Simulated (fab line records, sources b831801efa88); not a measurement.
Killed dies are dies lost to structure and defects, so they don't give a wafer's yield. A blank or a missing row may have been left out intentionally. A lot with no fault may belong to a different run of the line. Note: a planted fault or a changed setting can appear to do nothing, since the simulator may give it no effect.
Problem report in the 8D (eight disciplines) form, filled by code | flow gf180mcu | the parts of the form that need people (team, actions taken, sign-off) are left out

## 1. THE PROBLEM
Mean of wafer_temp_C_max at GF_SALICIDE_RTA_08: 683.1 across 12 wafers in 4 lots; on wafers with no fault it is 804.8 (standard deviation 0.89). So: -99 or more standard deviations from the usual mean.
The step: time 30 s.
First seen on wafer L517.1, day 20 01:14, on rtp-anneal-01. The record holds 45 wafers of 15 lots with a number at this step. Rule for "out", or "out of limits": more than 4 standard deviations from the usual mean. The rest of the wafers with a number are treated as sound.

## 2. WHAT THIS IS AND IS NOT
question                    | is                               | is not
which readings at this step | wafer_temp_C_max, lamp-power-pct | -
which lots                  | L517, L518, L519, L520           | L507, L509, L511, L512, L513, L514, L516, L523, L527, L528, L529
which wafers of those lots  | all that have a number           | -
read on which tools         | rtp-anneal-01                    | rtp-anneal-02
when                        | from day 20 01:14                | up to then (21 sound wafers); but 12 sound wafers of L523, L527, L528, L529 came after

## 3. WHAT RULES OUT EACH SUSPECT
Counting: a tool at any process step up to the reading remains a suspect when it ran all the lots that are out and ran no sound lot after the first of those.
- rtp-anneal-01 at GF_SALICIDE_RTA_08 (time 30 s): ruled out as a lasting fault. The sound lots L527, L529 went through it after L517, its earliest lot that is out (day 20 01:14).
Left after counting: nothing in the record.

## 4. THE CAUSE (what the simulator had put in)
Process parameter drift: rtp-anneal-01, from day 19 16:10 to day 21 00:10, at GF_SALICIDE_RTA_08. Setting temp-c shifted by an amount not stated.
Counting ruled it out, wrongly.

## 5. THE CHAIN OF EFFECTS, in route order
Rows list readings where the struck wafers' mean (over those with a number) sits beyond 3 standard deviations from the usual. Readings are gone through only where the record gives a usual standard deviation; hours: the median, over the lots, of the time from a lot's start at the first step in this table giving one to that lot's start at this step; sigmas: the change measured in usual standard deviations.
hours | step               | reading          | usual  | on struck wafers | change | sigmas
0     | GF_SALICIDE_RTA_08 | lamp-power-pct   | 17.0 % | 11.3             | -5.7   | -7.1
0     | GF_SALICIDE_RTA_08 | wafer_temp_C_max | 804.8  | 683.1            | -121.7 | -99 or more
Here are the process steps it includes:
- GF_SALICIDE_RTA_08: time 30 s.
Later steps that measure or inspect, where all struck wafers having a row at the step show a number for every such reading and not one has moved that far: GF_CONTACT_CD_MEAS_14.

## 6. HOW IT WOULD HAVE BEEN CAUGHT EARLIER
In this record the first reading out of limits was taken at day 20 01:14, 9 hours after the fault began at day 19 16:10.
